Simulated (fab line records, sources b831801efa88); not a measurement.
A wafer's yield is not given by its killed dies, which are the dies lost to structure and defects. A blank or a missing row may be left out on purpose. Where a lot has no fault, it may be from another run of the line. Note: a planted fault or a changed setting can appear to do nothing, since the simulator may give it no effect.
Chamber matching || flow gf180mcu || rieDiel-03 running GF_HV_LDD_ETCHBACK_58: 4 sister chambers
The step etches Si3N4 in CH3F/O2, stops on SiO2, time 100 s, target depth 90 nm. 16 wafers are shown with their chamber, then 8 later ones without.

## WAFERS, EACH WITH ITS CHAMBER
{"wafer": "L076.1", "chamber": 2, "drypumpMotorCurrentA (A)": 6.1, "chamberPressureMTorr (mTorr)": 25.011, "oesProductAu (a.u.)": 0.836}
{"wafer": "L076.2", "chamber": 1, "drypumpMotorCurrentA (A)": 5.7, "chamberPressureMTorr (mTorr)": 24.979, "oesProductAu (a.u.)": 0.832}
{"wafer": "L076.3", "chamber": 3, "drypumpMotorCurrentA (A)": 6.2, "chamberPressureMTorr (mTorr)": 24.995, "oesProductAu (a.u.)": 0.846}
{"wafer": "L078.2", "chamber": 3, "drypumpMotorCurrentA (A)": 6.2, "chamberPressureMTorr (mTorr)": 25.022, "oesProductAu (a.u.)": 0.837}
{"wafer": "L078.3", "chamber": 1, "drypumpMotorCurrentA (A)": 5.8, "chamberPressureMTorr (mTorr)": 24.977, "oesProductAu (a.u.)": 0.841}
{"wafer": "L078.6", "chamber": 2, "drypumpMotorCurrentA (A)": 6.1, "chamberPressureMTorr (mTorr)": 24.985, "oesProductAu (a.u.)": 0.838}
{"wafer": "L082.2", "chamber": 2, "drypumpMotorCurrentA (A)": 6.1, "chamberPressureMTorr (mTorr)": 24.983, "oesProductAu (a.u.)": 0.843}
{"wafer": "L082.4", "chamber": 3, "drypumpMotorCurrentA (A)": 6.2, "chamberPressureMTorr (mTorr)": 25.011, "oesProductAu (a.u.)": 0.847}
{"wafer": "L082.5", "chamber": 2, "drypumpMotorCurrentA (A)": 6.1, "chamberPressureMTorr (mTorr)": 24.972, "oesProductAu (a.u.)": 0.845}
{"wafer": "L084.3", "chamber": 2, "drypumpMotorCurrentA (A)": 6.1, "chamberPressureMTorr (mTorr)": 25.019, "oesProductAu (a.u.)": 0.848}
{"wafer": "L084.4", "chamber": 2, "drypumpMotorCurrentA (A)": 6.1, "chamberPressureMTorr (mTorr)": 24.976, "oesProductAu (a.u.)": 0.849}
{"wafer": "L084.5", "chamber": 0, "drypumpMotorCurrentA (A)": 5.5, "chamberPressureMTorr (mTorr)": 25.033, "oesProductAu (a.u.)": 0.849}
{"wafer": "L089.2", "chamber": 1, "drypumpMotorCurrentA (A)": 5.8, "chamberPressureMTorr (mTorr)": 24.996, "oesProductAu (a.u.)": 0.842}
{"wafer": "L089.3", "chamber": 2, "drypumpMotorCurrentA (A)": 6.1, "chamberPressureMTorr (mTorr)": 25.017, "oesProductAu (a.u.)": 0.841}
{"wafer": "L089.5", "chamber": 1, "drypumpMotorCurrentA (A)": 5.8, "chamberPressureMTorr (mTorr)": 25.019, "oesProductAu (a.u.)": 0.836}
{"wafer": "L091.2", "chamber": 0, "drypumpMotorCurrentA (A)": 5.5, "chamberPressureMTorr (mTorr)": 25.021, "oesProductAu (a.u.)": 0.841}

SIGNATURES (means of the wafers above)
{"reading": "drypumpMotorCurrentA", "chamber 0": 5.500, "chamber 1": 5.775, "chamber 2": 6.100, "chamber 3": 6.200, "scatter within a chamber": 0.025}
{"reading": "chamberPressureMTorr", "chamber 0": 25.02700, "chamber 1": 24.99275, "chamber 2": 24.99471, "chamber 3": 25.00933, "scatter within a chamber": 0.0183}
{"reading": "oesProductAu", "chamber 0": 0.84500, "chamber 1": 0.83775, "chamber 2": 0.84286, "chamber 3": 0.84333, "scatter within a chamber": 0.005}
Rule: distance of a wafer from a chamber = root of the sum over the readings of ((wafer's reading minus chamber's mean) / reading's scatter) squared. The wafer belongs to the nearest chamber; if the next one is less than 2 further off, it can't be placed. The scatter: take each reading less its chamber's mean, square it, sum over the shown wafers, divide by the number of wafers less the number of chambers, and take the root.

## WAFERS WITH NO CHAMBER GIVEN
{"wafer": "L091.3", "drypumpMotorCurrentA (A)": 6.1, "chamberPressureMTorr (mTorr)": 25.025, "oesProductAu (a.u.)": 0.839}
{"wafer": "L091.6", "drypumpMotorCurrentA (A)": 5.5, "chamberPressureMTorr (mTorr)": 25.038, "oesProductAu (a.u.)": 0.851}
{"wafer": "L093.3", "drypumpMotorCurrentA (A)": 5.8, "chamberPressureMTorr (mTorr)": 24.998, "oesProductAu (a.u.)": 0.841}
{"wafer": "L093.4", "drypumpMotorCurrentA (A)": 6.1, "chamberPressureMTorr (mTorr)": 25.011, "oesProductAu (a.u.)": 0.838}
{"wafer": "L093.6", "drypumpMotorCurrentA (A)": 5.5, "chamberPressureMTorr (mTorr)": 24.956, "oesProductAu (a.u.)": 0.854}
{"wafer": "L094.1", "drypumpMotorCurrentA (A)": 5.8, "chamberPressureMTorr (mTorr)": 25.009, "oesProductAu (a.u.)": 0.839}
{"wafer": "L094.4", "drypumpMotorCurrentA (A)": 6.1, "chamberPressureMTorr (mTorr)": 25.015, "oesProductAu (a.u.)": 0.845}
{"wafer": "L094.6", "drypumpMotorCurrentA (A)": 6.3, "chamberPressureMTorr (mTorr)": 25.033, "oesProductAu (a.u.)": 0.841}

## THE CHAMBER EACH PASSED THROUGH
{"wafer": "L091.3", "from the rows above": 2, "in truth": 2}
{"wafer": "L091.6", "from the rows above": 0, "in truth": 0}
{"wafer": "L093.3", "from the rows above": 1, "in truth": 1}
{"wafer": "L093.4", "from the rows above": 2, "in truth": 2}
{"wafer": "L093.6", "from the rows above": 0, "in truth": 0}
{"wafer": "L094.1", "from the rows above": 1, "in truth": 1}
{"wafer": "L094.4", "from the rows above": 2, "in truth": 2}
{"wafer": "L094.6", "from the rows above": 3, "in truth": 3}
8 of 8 placed correctly. Can't be placed from these rows: 0. Wrongly placed: 0.
